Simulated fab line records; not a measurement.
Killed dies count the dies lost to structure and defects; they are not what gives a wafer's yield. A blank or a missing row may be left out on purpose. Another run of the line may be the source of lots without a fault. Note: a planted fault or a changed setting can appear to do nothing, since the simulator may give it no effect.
Which tool did it? ; flow sky130 ; 7 lots, 21 wafers sampled, at 1 step of a route of 708

WHAT EACH GAUGE READ, for each wafer
SKY_FIELD_ISO_CD_MEAS_13: the cd target is 150 nm.
lot;measured;on;cd nm (nm)
L460;day 2 15:58;cd sem-02;152.3 152.9 154.1
L462;day 3 02:25;cd sem-02;151.4 150.0 149.5
L466;day 3 21:17;cd sem-01;152.8 153.2 152.7
L468;day 4 11:37;cd sem-02;147.7 146.2 146.3
L473;day 5 10:04;cd sem-02;148.4 148.2 148.5
L478;day 6 14:03;cd sem-01;151.8 150.7 152.3
L481;day 7 03:22;cd sem-02;150.0 150.6 149.6

TOOL THAT RAN EACH LOT (tool first, then ch and the chambers of the sampled wafers, then the start)
No process step before these readings appears in the record.

THE ANSWER, worked out from the rows above alone
Rule: the usual values come from the lots themselves. Put in order of their means at a reading, lots are off if they are a third of the lots or fewer, leave a main group of 4 or more, and stand apart from it by a gap of 3 or more times the standard deviation of the main group's means; of several such gaps the widest counts. The tables above print the reading to a certain number of digits; a main group whose means all agree to those digits is not used. Also off: a lot with no number at a reading for which 4 or more lots have one. Any other lot the step has rows for is counted as sound.
No lot is off on any of the readings shown, so nothing can be concluded from this.

WHAT THE SIMULATOR HAD PUT IN
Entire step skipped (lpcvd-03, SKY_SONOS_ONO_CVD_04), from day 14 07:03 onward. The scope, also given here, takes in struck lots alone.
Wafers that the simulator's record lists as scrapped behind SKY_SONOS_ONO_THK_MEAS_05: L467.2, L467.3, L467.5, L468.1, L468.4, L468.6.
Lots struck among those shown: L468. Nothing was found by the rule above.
